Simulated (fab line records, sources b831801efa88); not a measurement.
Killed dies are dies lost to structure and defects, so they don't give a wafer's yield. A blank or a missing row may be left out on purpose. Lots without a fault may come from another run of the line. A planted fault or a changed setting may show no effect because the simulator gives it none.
fab line records | flow gf180mcu
record lots=5 wafers=15 last_day=34
route steps=602 shown HV_LDD@181
lots that met no fault: from a run of the same line without faults
start_h: hours from the record's first day to the start of the lot's first wafer shown | wait_h: hours since the lot's step before | " the same as in the row above | L1.1+2: a row that stands for several wafers | - no value, or no start given | * or withheld: withheld | < > ~ a bound
route shown NAME@n: a module of which the file shows steps, and the number in the route of the first | usual: mean/standard deviation of fault-free wafers | same: alike in all rows | chamber/n: place in a boat | sites: the reading at each site | _std_site: their standard deviation | _edge_site: outer sites' mean less inner sites' | radius_mm: how far each site lies from the wafer's centre | mask NAME#n: copy n | behind: the tool/chamber that last shaped the wafer | hold: why the lot was held/for how many hours/how that ended | device: the transistor (n, p or np) that didn't switch | end of line: the same wafers' tests at the end of the route | a step without rows: its recipe alone | killed: dies lost to structure and defects at the first sort, not the wafer's yield | map: a wafer's dies, x killed, . not, _ none there
set.NAME: the setting as run; set.NAME@STEP: as run at that earlier step | model.NAME: the simulator's own value behind a step, which no gauge read
lots at some steps of the route; a table a step, a row a wafer
services: from which hour (start_h, from the record's first day; less than 0 if before it) a tool's chamber was out of use, for how many hours, and why
## steps
# step GF_HV_LDD_PEB_05
# recipe temp_c=withheld time_s=* resist=NOVOLAK
# columns lot.wafer tool chamber start_h wait_h
L076.1+2+4 litho_track-03 0 - -
L085.1+5+6 litho_track-04 0 - -
L089.1+2+3 litho_track-02 0 - -
L092.1+2+5 litho_track-02 0 - -
L095.2+4+5 litho_track-03 0 - -
# step GF_HV_LDD_DEVELOP_06
# recipe develop_time_s=60 dev_temp_c=23
# columns lot.wafer tool chamber start_h wait_h
L076.1+2+4 litho_track-03 0 236.40 0.1
L085.1+5+6 litho_track-04 0 295.17 0.1
L089.1+2+3 litho_track-02 0 324.19 0.1
L092.1+2+5 litho_track-02 0 346.44 0.1
L095.2+4+5 litho_track-03 0 370.82 0.1
# step GF_HV_LDD_CD_MEAS_07
# recipe target_cd_nm=400
# usual cd_nm=400.4/2.4
# columns lot.wafer tool chamber start_h wait_h cd_nm
L076.1 cd_sem-01 - 236.55 0.1 398.1
L076.2 " - " " 396.5
L076.4 " - " " 398.2
L085.1 cd_sem-01 - 295.32 0.1 400.4
L085.5 " - " " 403.0
L085.6 " - " " 401.1
L089.1 cd_sem-01 - 324.34 0.1 396.1
L089.2 " - " " 396.7
L089.3 " - " " 395.6
L092.1 cd_sem-01 - 346.59 0.1 400.5
L092.2 " - " " 398.3
L092.5 " - " " 398.2
L095.2 cd_sem-01 - 370.97 0.1 401.2
L095.4 " - " " 399.7
L095.5 " - " " 402.0
# step GF_HV_LDD_OVL_MEAS_08
# usual HV_LDD_OVL=-0.2/1.4
# columns lot.wafer tool chamber start_h wait_h HV_LDD_OVL[nm]
L076.1 overlay-02 - 236.67 0.1 -1.9
L076.2 " - " " -0.9
L076.4 " - " " -1.0
L085.1 overlay-01 - 295.44 0.1 2.5
L085.5 " - " " 2.0
L085.6 " - " " 1.8
L089.1 overlay-02 - 324.46 0.1 1.6
L089.2 " - " " 1.6
L089.3 " - " " 3.1
L092.1 overlay-02 - 346.71 0.1 -1.2
L092.2 " - " " 2.1
L092.5 " - " " -1.4
L095.2 overlay-01 - 371.07 0.1 0.4
L095.4 " - " " 3.0
L095.5 " - " " 1.2
# step GF_HV_LDD_IMPLANT_09
# recipe species=As energy_kev=40 dose_cm2=1e+14 tilt_deg=7
# columns lot.wafer tool chamber start_h wait_h
L076.1+2+4 implanter-03 0 236.70 0.0
L085.1+5+6 implanter-03 0 295.48 0.0
L089.1+2+3 implanter-01 0 324.49 0.0
L092.1+2+5 implanter-02 0 346.74 0.0
L095.2+4+5 implanter-02 0 371.13 0.0
# step GF_HV_LDD_STRIP_10
# recipe chemistry=O2/N2 power_w=1400 pressure_mtorr=1500 platen_temp_c=250 o2_flow_sccm=3000 n2_flow_sccm=300 overash_fraction=0.5
# usual drypump_motor_current_A=5.8/0.3 heater_power_w=352/38 oes_product_au=0.715/0.0045 strip_time_to_endpoint_s=12.63/0.033
# columns lot.wafer tool chamber start_h wait_h drypump_motor_current_A heater_power_w oes_product_au rf_hours_counter_h strip_time_to_endpoint_s
L076.1 plasma_asher-01 1 236.85 0.1 5.6 327 0.709 12 12.60
L076.2 " 0 " " 6.4 376 0.714 12 12.67
L076.4 " 1 " " 5.6 330 0.721 - 12.64
L085.1 plasma_asher-02 1 295.63 0.1 5.7 326 0.720 67 12.68
L085.5 " 0 " " 5.8 409 0.728 - 12.66
L085.6 " 1 " " 5.8 323 0.710 - 12.64
L089.1 plasma_asher-01 0 324.64 0.1 6.4 362 0.717 21 12.62
L089.2 " 1 " " 5.6 324 0.708 21 12.59
L089.3 " 1 " " 5.5 318 0.715 - 12.62
L092.1 plasma_asher-01 0 346.89 0.1 6.4 385 0.715 24 12.60
L092.2 " 1 " " 5.6 324 0.713 24 12.62
L092.5 " 1 " " 5.6 317 0.716 - 12.58
L095.2 plasma_asher-02 0 371.25 0.1 5.9 405 0.711 74 12.61
L095.4 " 0 " " 5.9 402 0.708 - 12.62
L095.5 " 0 " " 5.8 414 0.711 - 12.60
# step GF_HV_LDD_TW_MEAS_11
# usual HV_LDD_TW=2406/23
# columns lot.wafer tool chamber start_h wait_h HV_LDD_TW
L076.1 film_metro-04 - 236.95 0.1 2395
L076.2 " - " " 2399
L076.4 " - " " 2412
L085.1 film_metro-04 - 295.73 0.1 2423
L085.5 " - " " 2410
L085.6 " - " " 2429
L089.1 film_metro-01 - 324.74 0.1 2388
L089.2 " - " " 2371
L089.3 " - " " 2386
L092.1 film_metro-04 - 346.99 0.1 2414
L092.2 " - " " 2419
L092.5 " - " " 2416
L095.2 film_metro-01 - 371.36 0.1 2376
L095.4 " - " " 2375
L095.5 " - " " 2378
# step GF_HV_LDD_DEHYDRATE_12
# recipe temp_c=200 time_s=60
# usual plate_temp_C=200.05/0.15
# columns lot.wafer tool chamber start_h wait_h plate_temp_C
L076.1 litho_track-02 0 245.69 8.7 199.76
L076.2 " 0 " " 200.15
L076.4 " 0 " " 199.97
L085.1 litho_track-04 0 304.82 9.1 200.22
L085.5 " 0 " " 200.12
L085.6 " 0 " " 199.96
L089.1 litho_track-02 0 335.29 10.5 200.00
L089.2 " 0 " " 200.00
L089.3 " 0 " " 199.83
L092.1 litho_track-02 0 358.09 11.1 200.08
L092.2 " 0 " " 200.12
L092.5 " 0 " " 200.09
L095.2 litho_track-04 0 382.60 11.2 200.06
L095.4 " 0 " " 200.11
L095.5 " 0 " " 200.12
# step GF_HV_LDD_HMDS_13
# recipe prime_time_s=60 prime_temp_c=120
# columns lot.wafer tool chamber start_h wait_h
L076.1+2+4 litho_track-02 0 245.84 0.1
L085.1+5+6 litho_track-04 0 304.97 0.1
L089.1+2+3 litho_track-02 0 335.44 0.1
L092.1+2+5 litho_track-02 0 358.24 0.1
L095.2+4+5 litho_track-04 0 382.75 0.1
# step GF_HV_LDD_COAT_14
# recipe resist=NOVOLAK spin_rpm=3000 resist_thk_nm=1000
# columns lot.wafer tool chamber start_h wait_h
L076.1+2+4 litho_track-02 0 245.99 0.1
L085.1+5+6 litho_track-04 0 305.12 0.1
L089.1+2+3 litho_track-02 0 335.59 0.1
L092.1+2+5 litho_track-02 0 358.39 0.1
L095.2+4+5 litho_track-04 0 382.90 0.1
# step GF_HV_LDD_SOFTBAKE_15
# recipe temp_c=90 time_s=60 resist=NOVOLAK
# usual plate_temp_C=89.97/0.12
# columns lot.wafer tool chamber start_h wait_h plate_temp_C
L076.1 litho_track-02 0 246.14 0.1 90.08
L076.2 " 0 " " 90.03
L076.4 " 0 " " 90.00
L085.1 litho_track-04 0 305.27 0.1 89.85
L085.5 " 0 " " 89.93
L085.6 " 0 " " 89.84
L089.1 litho_track-02 0 335.74 0.1 89.89
L089.2 " 0 " " 89.90
L089.3 " 0 " " 89.92
L092.1 litho_track-02 0 358.54 0.1 90.12
L092.2 " 0 " " 90.12
L092.5 " 0 " " 89.97
L095.2 litho_track-04 0 383.05 0.1 90.04
L095.4 " 0 " " 90.15
L095.5 " 0 " " 89.97
# step GF_HV_LDD_EXPOSE_16
# recipe mask_id=Pplus_LV_AREA target_cd_nm=400 na=0.6 source_shape=conventional sigma_outer=0.6 dose_mj=140
# columns lot.wafer tool chamber start_h wait_h mask
L076.1+2+4 iline_stepper-01 0 - - Pplus_LV_AREA#0
L085.1+5+6 iline_stepper-01 0 - - Pplus_LV_AREA#0
L089.1+2+3 iline_stepper-01 0 - - Pplus_LV_AREA#0
L092.1+2+5 iline_stepper-02 0 - - Pplus_LV_AREA#0
L095.2+4+5 iline_stepper-02 0 - - Pplus_LV_AREA#0
# step GF_HV_LDD_PEB_17
# recipe temp_c=withheld time_s=* resist=NOVOLAK
# columns lot.wafer tool chamber start_h wait_h
L076.1+2+4 litho_track-02 0 - -
L085.1+5+6 litho_track-03 0 - -
L089.1+2+3 litho_track-04 0 - -
L092.1+2+5 litho_track-03 0 - -
L095.2+4+5 litho_track-04 0 - -
# step GF_HV_LDD_DEVELOP_18
# recipe develop_time_s=60 dev_temp_c=23
# columns lot.wafer tool chamber start_h wait_h
L076.1+2+4 litho_track-02 0 255.59 0.1
L085.1+5+6 litho_track-03 0 316.00 0.1
L089.1+2+3 litho_track-04 0 346.27 0.1
L092.1+2+5 litho_track-03 0 369.25 0.1
L095.2+4+5 litho_track-04 0 393.90 0.1
# step GF_HV_LDD_CD_MEAS_19
# recipe target_cd_nm=400
# usual cd_nm=400.1/2
# columns lot.wafer tool chamber start_h wait_h cd_nm
L076.1 cd_sem-01 - 255.74 0.1 399.3
L076.2 " - " " 401.7
L076.4 " - " " 402.1
L085.1 cd_sem-02 - 316.15 0.1 396.3
L085.5 " - " " 396.7
L085.6 " - " " 396.6
L089.1 cd_sem-01 - 346.42 0.1 400.8
L089.2 " - " " 404.9
L089.3 " - " " 405.0
L092.1 cd_sem-02 - 369.40 0.1 398.4
L092.2 " - " " 397.3
L092.5 " - " " 398.1
L095.2 cd_sem-01 - 394.04 0.1 403.4
L095.4 " - " " 402.0
L095.5 " - " " 401.8
# step GF_HV_LDD_OVL_MEAS_20
# usual HV_LDD_01_OVL=-0.5/1.5
# columns lot.wafer tool chamber start_h wait_h HV_LDD_01_OVL[nm]
L076.1 overlay-02 - 255.86 0.1 -1.0
L076.2 " - " " 0.3
L076.4 " - " " -1.7
L085.1 overlay-01 - 316.27 0.1 0.7
L085.5 " - " " 1.1
L085.6 " - " " 1.7
L089.1 overlay-02 - 346.54 0.1 0.1
L089.2 " - " " 1.1
L089.3 " - " " 0.0
L092.1 overlay-01 - 369.52 0.1 -0.9
L092.2 " - " " 0.4
L092.5 " - " " -1.8
L095.2 overlay-02 - 394.15 0.1 -0.8
L095.4 " - " " -0.6
L095.5 " - " " -0.9
# step GF_HV_LDD_IMPLANT_21
# recipe species=BF2 energy_kev=25 dose_cm2=5e+13 tilt_deg=7
# columns lot.wafer tool chamber start_h wait_h
L076.1+2+4 implanter-02 0 255.89 0.0
L085.1+5+6 implanter-03 0 316.30 0.0
L089.1+2+3 implanter-03 0 346.58 0.0
L092.1+2+5 implanter-03 0 369.55 0.0
L095.2+4+5 implanter-01 0 394.20 0.0
# step GF_HV_LDD_STRIP_22
# recipe chemistry=O2/N2 power_w=1400 pressure_mtorr=1500 platen_temp_c=250 o2_flow_sccm=3000 n2_flow_sccm=300 overash_fraction=0.5
# usual drypump_motor_current_A=5.78/0.26 heater_power_w=344/42 oes_product_au=0.716/0.0046 strip_time_to_endpoint_s=12.62/0.032
# columns lot.wafer tool chamber start_h wait_h drypump_motor_current_A heater_power_w oes_product_au rf_hours_counter_h strip_time_to_endpoint_s
L076.1 plasma_asher-01 1 256.04 0.1 5.58 320 0.725 14 12.63
L076.2 " 0 " " 6.37 373 0.719 14 12.63
L076.4 " 1 " " 5.57 314 0.716 - 12.61
L085.1 plasma_asher-01 1 316.45 0.1 5.56 328 0.713 20 12.66
L085.5 " 1 " " 5.60 321 0.720 - 12.66
L085.6 " 0 " " 6.42 371 0.717 - 12.61
L089.1 plasma_asher-01 1 346.73 0.1 5.56 320 0.713 24 12.58
L089.2 " 0 " " 6.41 376 0.714 24 12.63
L089.3 " 1 " " 5.55 327 0.716 - 12.61
L092.1 plasma_asher-03 0 369.70 0.1 5.55 316 0.718 71 12.67
L092.2 " 1 " " 5.63 285 0.712 71 12.67
L092.5 " 1 " " 5.64 286 0.718 - 12.67
L095.2 plasma_asher-02 1 394.33 0.1 5.75 328 0.714 77 12.58
L095.4 " 1 " " 5.73 314 0.713 - 12.59
L095.5 " 1 " " 5.74 321 0.721 - 12.57
# step GF_HV_LDD_TW_MEAS_23
# usual HV_LDD_2_TW=1056/10
# columns lot.wafer tool chamber start_h wait_h HV_LDD_2_TW
L076.1 film_metro-03 - 256.14 0.1 1056
L076.2 " - " " 1067
L076.4 " - " " 1057
L085.1 film_metro-04 - 316.55 0.1 1069
L085.5 " - " " 1060
L085.6 " - " " 1062
L089.1 film_metro-01 - 346.83 0.1 1043
L089.2 " - " " 1047
L089.3 " - " " 1044
L092.1 film_metro-04 - 369.80 0.1 1063
L092.2 " - " " 1060
L092.5 " - " " 1065
L095.2 film_metro-03 - 394.44 0.1 1073
L095.4 " - " " 1082
L095.5 " - " " 1076
# step GF_HV_LDD_DEHYDRATE_24
# recipe temp_c=200 time_s=60
# usual plate_temp_C=200.01/0.18
# columns lot.wafer tool chamber start_h wait_h plate_temp_C
L076.1 litho_track-04 0 264.83 8.7 200.16
L076.2 " 0 " " 199.94
L076.4 " 0 " " 200.12
L085.1 litho_track-03 0 325.90 9.3 200.03
L085.5 " 0 " " 200.15
L085.6 " 0 " " 199.70
L089.1 litho_track-03 0 357.50 10.7 199.71
L089.2 " 0 " " 199.73
L089.3 " 0 " " 199.52
L092.1 litho_track-04 0 380.52 10.7 200.01
L092.2 " 0 " " 199.88
L092.5 " 0 " " 200.18
L095.2 litho_track-04 0 405.60 11.1 200.04
L095.4 " 0 " " 199.99
L095.5 " 0 " " 199.83
# step GF_HV_LDD_HMDS_25
# recipe prime_time_s=60 prime_temp_c=120
# columns lot.wafer tool chamber start_h wait_h
L076.1+2+4 litho_track-04 0 264.98 0.1
L085.1+5+6 litho_track-03 0 326.05 0.1
L089.1+2+3 litho_track-03 0 357.65 0.1
L092.1+2+5 litho_track-04 0 380.67 0.1
L095.2+4+5 litho_track-04 0 405.75 0.1
# step GF_HV_LDD_COAT_26
# recipe resist=NOVOLAK spin_rpm=3000 resist_thk_nm=1000
# columns lot.wafer tool chamber start_h wait_h
L076.1+2+4 litho_track-04 0 265.13 0.1
L085.1+5+6 litho_track-03 0 326.20 0.1
L089.1+2+3 litho_track-03 0 357.80 0.1
L092.1+2+5 litho_track-04 0 380.82 0.1
L095.2+4+5 litho_track-04 0 405.90 0.1
# step GF_HV_LDD_SOFTBAKE_27
# recipe temp_c=90 time_s=60 resist=NOVOLAK
# usual plate_temp_C=90.02/0.12
# columns lot.wafer tool chamber start_h wait_h plate_temp_C
L076.1 litho_track-04 0 265.28 0.1 90.07
L076.2 " 0 " " 89.95
L076.4 " 0 " " 89.97
L085.1 litho_track-03 0 326.35 0.1 89.94
L085.5 " 0 " " 90.01
L085.6 " 0 " " 89.89
L089.1 litho_track-03 0 357.95 0.1 90.06
L089.2 " 0 " " 89.85
L089.3 " 0 " " 90.18
L092.1 litho_track-04 0 380.97 0.1 90.09
L092.2 " 0 " " 90.03
L092.5 " 0 " " 89.80
L095.2 litho_track-04 0 406.05 0.1 90.09
L095.4 " 0 " " 90.01
L095.5 " 0 " " 90.09
# step GF_HV_LDD_EXPOSE_28
# recipe mask_id=Nplus_HV_AREA target_cd_nm=400 na=0.6 source_shape=conventional sigma_outer=0.6 dose_mj=140
# columns lot.wafer tool chamber start_h wait_h mask
L076.1+2+4 iline_stepper-01 0 - - Nplus_HV_AREA#0
L085.1+5+6 iline_stepper-02 0 - - Nplus_HV_AREA#0
L089.1+2+3 iline_stepper-01 0 - - Nplus_HV_AREA#0
L092.1+2+5 iline_stepper-02 0 - - Nplus_HV_AREA#0
L095.2+4+5 iline_stepper-02 0 - - Nplus_HV_AREA#0
# step GF_HV_LDD_PEB_29
# recipe temp_c=withheld time_s=* resist=NOVOLAK
# columns lot.wafer tool chamber start_h wait_h
L076.1+2+4 litho_track-04 0 - -
L085.1+5+6 litho_track-04 0 - -
L089.1+2+3 litho_track-04 0 - -
L092.1+2+5 litho_track-03 0 - -
L095.2+4+5 litho_track-04 0 - -
# step GF_HV_LDD_DEVELOP_30
# recipe develop_time_s=60 dev_temp_c=23
# columns lot.wafer tool chamber start_h wait_h
L076.1+2+4 litho_track-04 0 274.38 0.1
L085.1+5+6 litho_track-04 0 337.42 0.1
L089.1+2+3 litho_track-04 0 368.42 0.1
L092.1+2+5 litho_track-03 0 392.35 0.1
L095.2+4+5 litho_track-04 0 417.80 0.1
# step GF_HV_LDD_CD_MEAS_31
# recipe target_cd_nm=400
# usual cd_nm=400.3/2.3
# columns lot.wafer tool chamber start_h wait_h cd_nm
L076.1 cd_sem-01 - 274.53 0.1 399.6
L076.2 " - " " 402.6
L076.4 " - " " 401.0
L085.1 cd_sem-01 - 337.57 0.1 399.8
L085.5 " - " " 399.0
L085.6 " - " " 398.2
L089.1 cd_sem-01 - 368.57 0.1 399.2
L089.2 " - " " 400.9
L089.3 " - " " 399.1
L092.1 cd_sem-01 - 392.50 0.1 397.4
L092.2 " - " " 394.9
L092.5 " - " " 397.4
L095.2 cd_sem-02 - 417.94 0.1 402.4
L095.4 " - " " 401.6
L095.5 " - " " 400.8
# step GF_HV_LDD_OVL_MEAS_32
# usual HV_LDD_02_OVL=0.3/1.5
# columns lot.wafer tool chamber start_h wait_h HV_LDD_02_OVL[nm]
L076.1 overlay-02 - 274.65 0.1 0.2
L076.2 " - " " 0.4
L076.4 " - " " 0.4
L085.1 overlay-01 - 337.69 0.1 0.0
L085.5 " - " " -1.1
L085.6 " - " " -1.0
L089.1 overlay-02 - 368.69 0.1 0.0
L089.2 " - " " -0.2
L089.3 " - " " 0.0
L092.1 overlay-02 - 392.62 0.1 -1.1
L092.2 " - " " -0.4
L092.5 " - " " -2.4
L095.2 overlay-01 - 418.05 0.1 -1.5
L095.4 " - " " -1.4
L095.5 " - " " -1.8
# step GF_HV_LDD_IMPLANT_33
# recipe species=P energy_kev=60 dose_cm2=7.5e+12 tilt_deg=30 rotation_deg=0
# columns lot.wafer tool chamber start_h wait_h
L076.1+2+4 implanter-02 0 274.68 0.0
L085.1+5+6 implanter-01 0 337.73 0.0
L089.1+2+3 implanter-01 0 368.73 0.0
L092.1+2+5 implanter-01 0 392.65 0.0
L095.2+4+5 implanter-03 0 418.10 0.0
# step GF_HV_LDD_IMPLANT_34
# recipe species=P energy_kev=60 dose_cm2=7.5e+12 tilt_deg=30 rotation_deg=90
# columns lot.wafer tool chamber start_h wait_h
L076.1+2+4 implanter-02 0 274.83 0.1
L085.1+5+6 implanter-01 0 337.88 0.1
L089.1+2+3 implanter-01 0 368.88 0.1
L092.1+2+5 implanter-01 0 392.80 0.1
L095.2+4+5 implanter-03 0 418.25 0.1
# step GF_HV_LDD_IMPLANT_35
# recipe species=P energy_kev=60 dose_cm2=7.5e+12 tilt_deg=30 rotation_deg=180
# columns lot.wafer tool chamber start_h wait_h
L076.1+2+4 implanter-02 0 274.98 0.1
L085.1+5+6 implanter-01 0 338.03 0.1
L089.1+2+3 implanter-01 0 369.03 0.1
L092.1+2+5 implanter-01 0 392.95 0.1
L095.2+4+5 implanter-03 0 418.40 0.1
# step GF_HV_LDD_IMPLANT_36
# recipe species=P energy_kev=60 dose_cm2=7.5e+12 tilt_deg=30 rotation_deg=270
# columns lot.wafer tool chamber start_h wait_h
L076.1+2+4 implanter-02 0 275.13 0.1
L085.1+5+6 implanter-01 0 338.18 0.1
L089.1+2+3 implanter-01 0 371.18 2.1
L092.1+2+5 implanter-01 0 393.10 0.1
L095.2+4+5 implanter-03 0 418.55 0.1
# step GF_HV_LDD_STRIP_37
# recipe chemistry=O2/N2 power_w=1400 pressure_mtorr=1500 platen_temp_c=250 o2_flow_sccm=3000 n2_flow_sccm=300 overash_fraction=0.5
# usual drypump_motor_current_A=5.78/0.26 heater_power_w=344/43 oes_product_au=0.716/0.0045 strip_time_to_endpoint_s=12.62/0.039
# columns lot.wafer tool chamber start_h wait_h drypump_motor_current_A heater_power_w oes_product_au rf_hours_counter_h strip_time_to_endpoint_s
L076.1 plasma_asher-01 0 275.28 0.1 6.42 379 0.712 16 12.56
L076.2 " 1 " " 5.58 317 0.720 16 12.61
L076.4 " 0 " " 6.42 379 0.712 - 12.57
L085.1 plasma_asher-02 0 338.33 0.1 5.82 405 0.715 72 12.59
L085.5 " 1 " " 5.76 318 0.722 - 12.57
L085.6 " 0 " " 5.84 400 0.711 - 12.62
L089.1 plasma_asher-03 1 371.33 0.1 5.64 288 0.710 71 12.67
L089.2 " 0 " " 5.54 324 0.722 71 12.66
L089.3 " 0 " " 5.52 318 0.716 - 12.65
L092.1 plasma_asher-01 0 393.25 0.1 6.38 372 0.708 29 12.65
L092.2 " 1 " " 5.57 320 0.717 29 12.63
L092.5 " 0 " " 6.42 373 0.716 - 12.64
L095.2 plasma_asher-02 0 418.68 0.1 5.86 418 0.719 79 12.61
L095.4 " 1 " " 5.75 331 0.709 - 12.59
L095.5 " 0 " " 5.84 409 0.709 - 12.59
# step GF_HV_LDD_TW_MEAS_38
# usual HV_LDD_3_TW=1432/16
# columns lot.wafer tool chamber start_h wait_h HV_LDD_3_TW
L076.1 film_metro-01 - 275.38 0.1 1416
L076.2 " - " " 1426
L076.4 " - " " 1418
L085.1 film_metro-01 - 338.43 0.1 1425
L085.5 " - " " 1426
L085.6 " - " " 1423
L089.1 film_metro-03 - 371.43 0.1 1446
L089.2 " - " " 1457
L089.3 " - " " 1453
L092.1 film_metro-04 - 393.35 0.1 1442
L092.2 " - " " 1444
L092.5 " - " " 1440
L095.2 film_metro-03 - 418.79 0.1 1461
L095.4 " - " " 1453
L095.5 " - " " 1452
# step GF_HV_LDD_DEHYDRATE_39
# recipe temp_c=200 time_s=60
# usual plate_temp_C=200.00/0.16
# columns lot.wafer tool chamber start_h wait_h plate_temp_C
L076.1 litho_track-04 0 284.48 9.1 200.03
L076.2 " 0 " " 199.77
L076.4 " 0 " " 199.94
L085.1 litho_track-03 0 347.85 9.4 199.95
L085.5 " 0 " " 199.72
L085.6 " 0 " " 199.74
L089.1 litho_track-03 0 382.65 11.2 199.95
L089.2 " 0 " " 199.98
L089.3 " 0 " " 200.02
L092.1 litho_track-04 0 404.37 11.0 199.93
L092.2 " 0 " " 199.85
L092.5 " 0 " " 199.67
L095.2 litho_track-03 0 430.37 11.6 199.80
L095.4 " 0 " " 200.06
L095.5 " 0 " " 199.81
# step GF_HV_LDD_HMDS_40
# recipe prime_time_s=60 prime_temp_c=120
# columns lot.wafer tool chamber start_h wait_h
L076.1+2+4 litho_track-04 0 284.63 0.1
L085.1+5+6 litho_track-03 0 348.00 0.1
L089.1+2+3 litho_track-03 0 382.80 0.1
L092.1+2+5 litho_track-04 0 404.52 0.1
L095.2+4+5 litho_track-03 0 430.52 0.1
# step GF_HV_LDD_COAT_41
# recipe resist=NOVOLAK spin_rpm=3000 resist_thk_nm=1000
# columns lot.wafer tool chamber start_h wait_h
L076.1+2+4 litho_track-04 0 284.78 0.1
L085.1+5+6 litho_track-03 0 348.15 0.1
L089.1+2+3 litho_track-03 0 382.95 0.1
L092.1+2+5 litho_track-04 0 404.67 0.1
L095.2+4+5 litho_track-03 0 430.67 0.1
# step GF_HV_LDD_SOFTBAKE_42
# recipe temp_c=90 time_s=60 resist=NOVOLAK
# usual plate_temp_C=90.02/0.13
# columns lot.wafer tool chamber start_h wait_h plate_temp_C
L076.1 litho_track-04 0 284.93 0.1 90.14
L076.2 " 0 " " 90.16
L076.4 " 0 " " 90.10
L085.1 litho_track-03 0 348.30 0.1 90.06
L085.5 " 0 " " 89.99
L085.6 " 0 " " 89.97
L089.1 litho_track-03 0 383.10 0.1 90.01
L089.2 " 0 " " 89.98
L089.3 " 0 " " 90.03
L092.1 litho_track-04 0 404.82 0.1 90.12
L092.2 " 0 " " 90.03
L092.5 " 0 " " 90.23
L095.2 litho_track-03 0 430.82 0.1 89.73
L095.4 " 0 " " 89.92
L095.5 " 0 " " 89.84
# step GF_HV_LDD_EXPOSE_43
# recipe mask_id=Pplus_HV_AREA target_cd_nm=400 na=0.6 source_shape=conventional sigma_outer=0.6 dose_mj=140
# columns lot.wafer tool chamber start_h wait_h mask
L076.1+2+4 iline_stepper-02 0 - - Pplus_HV_AREA#0
L085.1+5+6 iline_stepper-01 0 - - Pplus_HV_AREA#0
L089.1+2+3 iline_stepper-01 0 - - Pplus_HV_AREA#0
L092.1+2+5 iline_stepper-02 0 - - Pplus_HV_AREA#0
L095.2+4+5 iline_stepper-02 0 - - Pplus_HV_AREA#0
# step GF_HV_LDD_PEB_44
# recipe temp_c=withheld time_s=* resist=NOVOLAK
# columns lot.wafer tool chamber start_h wait_h
L076.1+2+4 litho_track-02 0 - -
L085.1+5+6 litho_track-03 0 - -
L089.1+2+3 litho_track-02 0 - -
L092.1+2+5 litho_track-03 0 - -
L095.2+4+5 litho_track-04 0 - -
# step GF_HV_LDD_DEVELOP_45
# recipe develop_time_s=60 dev_temp_c=23
# columns lot.wafer tool chamber start_h wait_h
L076.1+2+4 litho_track-02 0 294.99 0.1
L085.1+5+6 litho_track-03 0 359.45 0.1
L089.1+2+3 litho_track-02 0 393.64 0.1
L092.1+2+5 litho_track-03 0 416.75 0.1
L095.2+4+5 litho_track-04 0 443.55 0.1
# step GF_HV_LDD_CD_MEAS_46
# recipe target_cd_nm=400
# usual cd_nm=400.1/2.7
# columns lot.wafer tool chamber start_h wait_h cd_nm
L076.1 cd_sem-02 - 295.14 0.1 399.2
L076.2 " - " " 400.1
L076.4 " - " " 399.0
L085.1 cd_sem-01 - 359.60 0.1 402.1
L085.5 " - " " 399.6
L085.6 " - " " 399.1
L089.1 cd_sem-02 - 393.79 0.1 398.9
L089.2 " - " " 396.0
L089.3 " - " " 398.2
L092.1 cd_sem-02 - 416.90 0.1 399.1
L092.2 " - " " 402.1
L092.5 " - " " 401.9
L095.2 cd_sem-01 - 443.69 0.1 402.9
L095.4 " - " " 402.4
L095.5 " - " " 405.0
# step GF_HV_LDD_OVL_MEAS_47
# usual HV_LDD_03_OVL=-0.3/1.5
# columns lot.wafer tool chamber start_h wait_h HV_LDD_03_OVL[nm]
L076.1 overlay-02 - 295.26 0.1 -2.2
L076.2 " - " " -2.4
L076.4 " - " " -1.1
L085.1 overlay-02 - 359.72 0.1 -2.3
L085.5 " - " " -2.5
L085.6 " - " " -1.6
L089.1 overlay-01 - 393.91 0.1 0.6
L089.2 " - " " -0.6
L089.3 " - " " 2.4
L092.1 overlay-01 - 417.02 0.1 2.9
L092.2 " - " " 1.8
L092.5 " - " " 2.7
L095.2 overlay-02 - 443.80 0.1 1.4
L095.4 " - " " 0.4
L095.5 " - " " -0.3
# step GF_HV_LDD_IMPLANT_48
# recipe species=B energy_kev=25 dose_cm2=3e+13 tilt_deg=7
# columns lot.wafer tool chamber start_h wait_h
L076.1+2+4 implanter-01 0 295.29 0.0
L085.1+5+6 implanter-03 0 359.75 0.0
L089.1+2+3 implanter-03 0 393.94 0.0
L092.1+2+5 implanter-01 0 417.05 0.0
L095.2+4+5 implanter-02 0 443.85 0.0
# step GF_HV_LDD_STRIP_49
# recipe chemistry=O2/N2 power_w=1400 pressure_mtorr=1500 platen_temp_c=250 o2_flow_sccm=3000 n2_flow_sccm=300 overash_fraction=0.5
# usual drypump_motor_current_A=5.8/0.3 heater_power_w=332/37 oes_product_au=0.716/0.0045 strip_time_to_endpoint_s=12.64/0.04
# columns lot.wafer tool chamber start_h wait_h drypump_motor_current_A heater_power_w oes_product_au rf_hours_counter_h strip_time_to_endpoint_s
L076.1 plasma_asher-03 1 295.44 0.1 5.7 282 0.716 62 12.65
L076.2 " 0 " " 5.5 318 0.721 62 12.68
L076.4 " 0 " " 5.5 322 0.715 - 12.67
L085.1 plasma_asher-01 0 359.90 0.1 6.4 372 0.713 26 12.66
L085.5 " 1 " " 5.6 333 0.714 - 12.64
L085.6 " 0 " " 6.4 383 0.713 - 12.62
L089.1 plasma_asher-03 0 394.09 0.1 5.5 315 0.717 73 12.64
L089.2 " 1 " " 5.6 290 0.719 73 12.61
L089.3 " 0 " " 5.5 324 0.719 - 12.66
L092.1 plasma_asher-01 1 417.20 0.1 5.6 329 0.717 32 12.63
L092.2 " 0 " " 6.4 376 0.720 32 12.60
L092.5 " 1 " " 5.6 322 0.717 - 12.65
L095.2 plasma_asher-01 1 443.98 0.1 5.6 324 0.716 35 12.62
L095.4 " 0 " " 6.4 376 0.713 - 12.64
L095.5 " 1 " " 5.6 324 0.709 - 12.66
## services
# columns tool chamber start_h hours kind
implanter-02 - 220.53 5.2 repair
implanter-03 - 248.30 1.7 repair
iline_stepper-01 - 257.91 1.7 pm
implanter-03 - 264.23 31.1 pm
plasma_asher-03 - 266.78 4.6 repair
plasma_asher-01 - 283.28 0.6 repair
plasma_asher-01 - 298.60 5.2 repair
plasma_asher-03 - 301.17 0.7 repair
iline_stepper-01 - 305.87 2.1 pm
implanter-01 - 327.88 4.1 repair
plasma_asher-01 - 328.88 1.6 repair
iline_stepper-02 - 332.40 8.9 pm
plasma_asher-02 - 340.22 10.3 repair
plasma_asher-03 - 366.54 0.8 repair
implanter-02 - 371.25 4.5 pm
implanter-03 - 371.28 21.4 repair
implanter-02 - 377.57 4.4 pm
implanter-01 - 412.28 4.3 pm
iline_stepper-02 - 417.81 7.7 repair
plasma_asher-02 - 421.25 9.0 pm
implanter-01 - 421.72 2.5 pm
implanter-03 - 423.19 2.3 repair
implanter-02 - 435.45 4.3 repair
plasma_asher-02 - 438.91 5.5 repair
## key
fault none
